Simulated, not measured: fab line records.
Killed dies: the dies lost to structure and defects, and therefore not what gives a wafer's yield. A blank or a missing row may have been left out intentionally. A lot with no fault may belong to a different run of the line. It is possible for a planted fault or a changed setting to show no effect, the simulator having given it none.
Comparing a struck lot with a sound one / flow sky130 / 14 out of 708 route steps
Sound: wafers L638.1, L638.3, L638.6. Struck: wafers L644.1, L644.4, L644.5. At the end, the cause is stated.
For every step that has rows: the tool of each side, followed by ch and its chambers, followed by its first start. Under that, the readings that differ: sound wafers / struck wafers / difference of the means / sigmas: that difference in standard deviations of wafers without a fault.
alike: words and numbers the same on both sides, and readings whose means are apart by under 2 such deviations; not compared: readings that were withheld, readings missing a value for some wafer, numbers with overlapping values and no deviation given by the record, and bounds like >300 which may hide the same value.
Wherever a step has rows on one side only, a row that says differs or no value, or a row with sigmas, the two part there. Numbers that don't overlap but have no deviation are shown without sigmas and don't part them. Lack of a reading on every wafer of one side parts them only where that side has two or more wafers.

first, 1 step without rows for these wafers: SKY_CAPM_DEVELOP_11 (develop time 60 s).
SKY_CAPM_OVL_MEAS_12:
  sound: overlay-02 at day 40 14:00; struck: overlay-02 at day 42 09:41
  alike: CAPM_OVL
SKY_CAPM_METAL_ETCH_13: etches TiN in Cl2/BCl3, stops on SiO2, target depth 220 nm, time 62.9 s.
  sound on rie_metal-03 ch 0,1, day 40 14:02; struck on rie_metal-02 ch 0,1, day 42 09:43
  alike: drypump_motor_current_A, oes_product_au, throttle_valve_pct
  not compared: rf_hours_counter_h
SKY_CAPM_STRIP_14: strips in O2/N2.
  sound on plasma_asher-02 ch 0,1, day 40 14:07; struck on plasma_asher-02 ch 0,1, day 42 09:47
  alike: drypump_motor_current_A, oes_product_au, strip_time_to_endpoint_s
  not compared: rf_hours_counter_h
then, 8 steps without rows for these wafers: SKY_CAPM_STRIP_15 (strips in post etch residue remover, time 1200 s); SKY_CAPM_CLEAN_16 (cleans in IPA, time 180 s); SKY_CAPM_CLEAN_17 (cleans in O3/DIW); SKY_METAL3_DEHYDRATE_05 (time 60 s); SKY_METAL3_HMDS_06 (prime time 60 s); SKY_METAL3_COAT_07 (resist thk 60 nm); SKY_METAL3_COAT_08 (resist thk 1140 nm); SKY_METAL3_SOFTBAKE_09 (time 90 s).
SKY_METAL3_EXPOSE_10: exposes mask MM3, target cd 300 nm.
  sound on krf_scanner-01 ch 0, day 41 03:15; struck on krf_scanner-01 ch 0, day 42 22:33
reading=model.METAL3.overlay_x_nm (nm); sound=-0.6282 -0.6282 -0.6282; struck=8.317 8.317 8.317; difference=+8.945; sigmas=
  alike: mask
following that, these wafers have no rows for 1 step: SKY_METAL3_PEB_11.

WHERE THEY PART
Nowhere in this record.

WHY: what the simulator had put in
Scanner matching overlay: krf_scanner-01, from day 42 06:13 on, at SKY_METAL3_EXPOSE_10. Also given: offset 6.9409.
